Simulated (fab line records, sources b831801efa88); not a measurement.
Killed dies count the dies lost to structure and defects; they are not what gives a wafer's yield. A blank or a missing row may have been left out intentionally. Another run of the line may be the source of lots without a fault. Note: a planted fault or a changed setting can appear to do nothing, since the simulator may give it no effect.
Which tool was responsible? :: flow sky130 :: 11 lots with 33 wafers sampled at 4 steps, on a route of 708 steps

== WHAT THE GAUGES SHOWED, per wafer ==
SKY_PASSIVATION_THK_MEAS_03. Usual: PASSIVATION_CVD_02_THK 541 nm, standard deviation 6.6.
lot: L767
measured: day 43 18:48
on: film_metro-03
PASSIVATION_CVD_02_THK (nm): 530 535 541
flag: 

lot: L768
measured: day 44 02:17
on: film_metro-02
PASSIVATION_CVD_02_THK (nm): 538 535 550
flag: 

lot: L769
measured: day 44 03:17
on: film_metro-01
PASSIVATION_CVD_02_THK (nm): 537 529 538
flag: 

lot: L771
measured: day 45 00:28
on: film_metro-01
PASSIVATION_CVD_02_THK (nm): 534 537 545
flag: 

lot: L774
measured: day 45 21:01
on: film_metro-02
PASSIVATION_CVD_02_THK (nm): 537 537 549
flag: 

lot: L778
measured: day 46 22:08
on: film_metro-02
PASSIVATION_CVD_02_THK (nm): 540 542 542
flag: 

lot: L779
measured: day 47 03:25
on: film_metro-02
PASSIVATION_CVD_02_THK (nm): 587 596 600
flag: OFF

lot: L780
measured: day 47 16:01
on: film_metro-02
PASSIVATION_CVD_02_THK (nm): 608 598 599
flag: OFF

lot: L785
measured: day 48 10:17
on: film_metro-02
PASSIVATION_CVD_02_THK (nm): 529 540 547
flag: 

lot: L787
measured: day 48 19:28
on: film_metro-03
PASSIVATION_CVD_02_THK (nm): 540 539 535
flag: 

lot: L788
measured: day 49 01:32
on: film_metro-03
PASSIVATION_CVD_02_THK (nm): 540 550 542
flag: 

== WHAT TOOL EACH LOT RAN ON (gives the tool, then ch and the chambers of the sampled wafers, and finally the start) ==
lot: L767
SKY_VIA4_CMP_02: cmp-02 ch 1,2,3, day 41 17:17
SKY_VIA4_CMP_21: cmp-02 ch 0,2,3, day 42 18:16
SKY_PASSIVATION_CVD_02: pecvd-01 ch 1,2, day 43 18:34

lot: L768
SKY_VIA4_CMP_02: cmp-02 ch 0,1, day 42 01:08
SKY_VIA4_CMP_21: cmp-02 ch 1,2,3, day 43 02:19
SKY_PASSIVATION_CVD_02: pecvd-01 ch 0,2, day 44 02:04

lot: L769
SKY_VIA4_CMP_02: cmp-02 ch 1,2,3, day 42 02:23
SKY_VIA4_CMP_21: cmp-02 ch 0,1,3, day 43 02:49
SKY_PASSIVATION_CVD_02: pecvd-04 ch 0,1,2, day 44 03:04

lot: L771
SKY_VIA4_CMP_02: cmp-01 ch 0,1,2, day 43 00:21
SKY_VIA4_CMP_21: cmp-01 ch 0,1,3, day 44 00:19
SKY_PASSIVATION_CVD_02: pecvd-01 ch 0,1, day 45 00:13

lot: L774
SKY_VIA4_CMP_02: cmp-02 ch 0,2,3, day 43 23:28
SKY_VIA4_CMP_21: cmp-02 ch 0,2,3, day 44 22:43
SKY_PASSIVATION_CVD_02: pecvd-01 ch 0,1, day 45 20:47

lot: L778
SKY_VIA4_CMP_02: cmp-02 ch 1,2,3, day 45 02:07
SKY_VIA4_CMP_21: cmp-01 ch 0,1,3, day 46 00:40
SKY_PASSIVATION_CVD_02: pecvd-04 ch 0,1,2, day 46 21:55

lot: L779
SKY_VIA4_CMP_02: cmp-02 ch 0,1,3, day 45 08:17
SKY_VIA4_CMP_21: cmp-01 ch 0,1,2, day 46 06:38
SKY_PASSIVATION_CVD_02: pecvd-04 ch 0,2, day 47 03:05

lot: L780
SKY_VIA4_CMP_02: cmp-02 ch 0,3, day 45 20:22
SKY_VIA4_CMP_21: cmp-01 ch 2,3, day 46 18:11
SKY_PASSIVATION_CVD_02: pecvd-04 ch 0,1,2, day 47 15:53

lot: L785
SKY_VIA4_CMP_02: cmp-02 ch 0,2,3, day 46 16:35
SKY_VIA4_CMP_21: cmp-01 ch 1,2, day 47 13:28
SKY_PASSIVATION_CVD_02: pecvd-01 ch 0,2, day 48 10:04

lot: L787
SKY_VIA4_CMP_02: cmp-01 ch 1,2,3, day 47 02:11
SKY_VIA4_CMP_21: cmp-01 ch 0,1,2, day 47 23:04
SKY_PASSIVATION_CVD_02: pecvd-02 ch 0,1,2, day 48 19:14

lot: L788
SKY_VIA4_CMP_02: cmp-01 ch 0,1,2, day 47 09:05
SKY_VIA4_CMP_21: cmp-02 ch 2,3, day 48 05:33
SKY_PASSIVATION_CVD_02: pecvd-01 ch 1,2, day 49 01:19
- SKY_VIA4_CMP_02: polishes SiO2.
- SKY_VIA4_CMP_21: polishes, stops on SiO2, t overpolish 25 s, target thk 0 nm.
- SKY_PASSIVATION_CVD_02: deposits Si3N4, target thk 540 nm.

== AS READ BY THE TOOLS THEMSELVES (means over the sampled wafers that have a number; for cases with no such wafer, the mark the record gives instead) ==
SKY_VIA4_CMP_02. Usual: motor_current_A at 12.6 A, with a standard deviation of 1.6.
lot: L767
tool: cmp-02
motor_current_A (A): 14.0
flag: 

lot: L768
tool: cmp-02
motor_current_A (A): 11.4
flag: 

lot: L769
tool: cmp-02
motor_current_A (A): 13.2
flag: 

lot: L771
tool: cmp-01
motor_current_A (A): 12.2
flag: 

lot: L774
tool: cmp-02
motor_current_A (A): 14.0
flag: 

lot: L778
tool: cmp-02
motor_current_A (A): 14.0
flag: 

lot: L779
tool: cmp-02
motor_current_A (A): 12.7
flag: 

lot: L780
tool: cmp-02
motor_current_A (A): 14.1
flag: 

lot: L785
tool: cmp-02
motor_current_A (A): 14.1
flag: 

lot: L787
tool: cmp-01
motor_current_A (A): 12.1
flag: 

lot: L788
tool: cmp-01
motor_current_A (A): 12.0
flag: 

SKY_VIA4_CMP_21. Usual: motor_current_A 11.4 A, standard deviation 1.3; overpolish_run_s 25.000 s, standard deviation 0.0092; time_to_endpoint_s 121 s, standard deviation 4.2.
lot: L767
tool: cmp-02
motor_current_A (A): 12.5
overpolish_run_s (s): 24.995
time_to_endpoint_s (s): 118
flag: 

lot: L768
tool: cmp-02
motor_current_A (A): 12.5
overpolish_run_s (s): 25.006
time_to_endpoint_s (s): 120
flag: 

lot: L769
tool: cmp-02
motor_current_A (A): 11.9
overpolish_run_s (s): 25.000
time_to_endpoint_s (s): 122
flag: 

lot: L771
tool: cmp-01
motor_current_A (A): 10.7
overpolish_run_s (s): 25.000
time_to_endpoint_s (s): 119
flag: 

lot: L774
tool: cmp-02
motor_current_A (A): 12.2
overpolish_run_s (s): 24.998
time_to_endpoint_s (s): 122
flag: 

lot: L778
tool: cmp-01
motor_current_A (A): 10.6
overpolish_run_s (s): 25.000
time_to_endpoint_s (s): 121
flag: 

lot: L779
tool: cmp-01
motor_current_A (A): 11.3
overpolish_run_s (s): 25.008
time_to_endpoint_s (s): 124
flag: 

lot: L780
tool: cmp-01
motor_current_A (A): 11.0
overpolish_run_s (s): 25.000
time_to_endpoint_s (s): 118
flag: 

lot: L785
tool: cmp-01
motor_current_A (A): 11.4
overpolish_run_s (s): 25.007
time_to_endpoint_s (s): 124
flag: 

lot: L787
tool: cmp-01
motor_current_A (A): 11.0
overpolish_run_s (s): 24.996
time_to_endpoint_s (s): 120
flag: 

lot: L788
tool: cmp-02
motor_current_A (A): 13.7
overpolish_run_s (s): 24.999
time_to_endpoint_s (s): 116
flag: 

SKY_PASSIVATION_CVD_02. Usual: heater_power_w 736 W, standard deviation 69; rf_fwd_power_W 449.3 W, standard deviation 1.4.
lot: L767
tool: pecvd-01
heater_power_w (W): 715
rf_fwd_power_W (W): 450.5
flag: 

lot: L768
tool: pecvd-01
heater_power_w (W): 706
rf_fwd_power_W (W): 449.4
flag: 

lot: L769
tool: pecvd-04
heater_power_w (W): 746
rf_fwd_power_W (W): 450.1
flag: 

lot: L771
tool: pecvd-01
heater_power_w (W): 734
rf_fwd_power_W (W): 448.3
flag: 

lot: L774
tool: pecvd-01
heater_power_w (W): 716
rf_fwd_power_W (W): 448.6
flag: 

lot: L778
tool: pecvd-04
heater_power_w (W): 795
rf_fwd_power_W (W): 448.5
flag: 

lot: L779
tool: pecvd-04
heater_power_w (W): 690
rf_fwd_power_W (W): 629.8
flag: OFF

lot: L780
tool: pecvd-04
heater_power_w (W): 748
rf_fwd_power_W (W): 629.9
flag: OFF

lot: L785
tool: pecvd-01
heater_power_w (W): 704
rf_fwd_power_W (W): 450.8
flag: 

lot: L787
tool: pecvd-02
heater_power_w (W): 750
rf_fwd_power_W (W): 447.9
flag: 

lot: L788
tool: pecvd-01
heater_power_w (W): 683
rf_fwd_power_W (W): 449.5
flag: 

== THE ANSWER, worked out from the rows above alone ==
Rule: take the mean of a lot's wafers that have a number; if it is more than 3 standard deviations from the usual mean, the lot is off. A lot without any number at a reading at which 4 lots or more have one is off too. All remaining lots with rows at the step are treated as sound. The gauges are gone through in route order, then the tools' own readings, and for those a lot's mean is taken as printed above. The first step at which some lot is off is used, and at that step the reading that is off furthest; a lot without a number counts as furthest.
Off: L779, L780, seen at SKY_PASSIVATION_THK_MEAS_03 (PASSIVATION_CVD_02_THK).
If a tool, at a process step before that reading, ran all the lots that are off and no sound lot after the first of them, it fits. Not tried: the gauges at SKY_PASSIVATION_THK_MEAS_03; whatever is off there is also off at SKY_PASSIVATION_CVD_02, on other tools, and gauge error can't account for it. One candidate fits, namely pecvd-04 at SKY_PASSIVATION_CVD_02. A fault onset in the window from L778 (day 46 21:55, its last sound lot) to L779 (day 47 03:05, its first lot off) fits.
On the lots that are off, the tool's own readings at SKY_PASSIVATION_CVD_02 differ by more than 5 times the standard deviation of the sound lots' means, which bears it out; rf_fwd_power_W reads 629.8 W there versus 449.3 W on the sound lots.

== WHAT THE SIMULATOR HAD PUT IN ==
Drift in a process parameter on pecvd-04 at SKY_PASSIVATION_CVD_02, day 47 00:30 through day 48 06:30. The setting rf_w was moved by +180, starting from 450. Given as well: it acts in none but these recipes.
Shown lots that were struck: L779, L780. The rule above found the same.
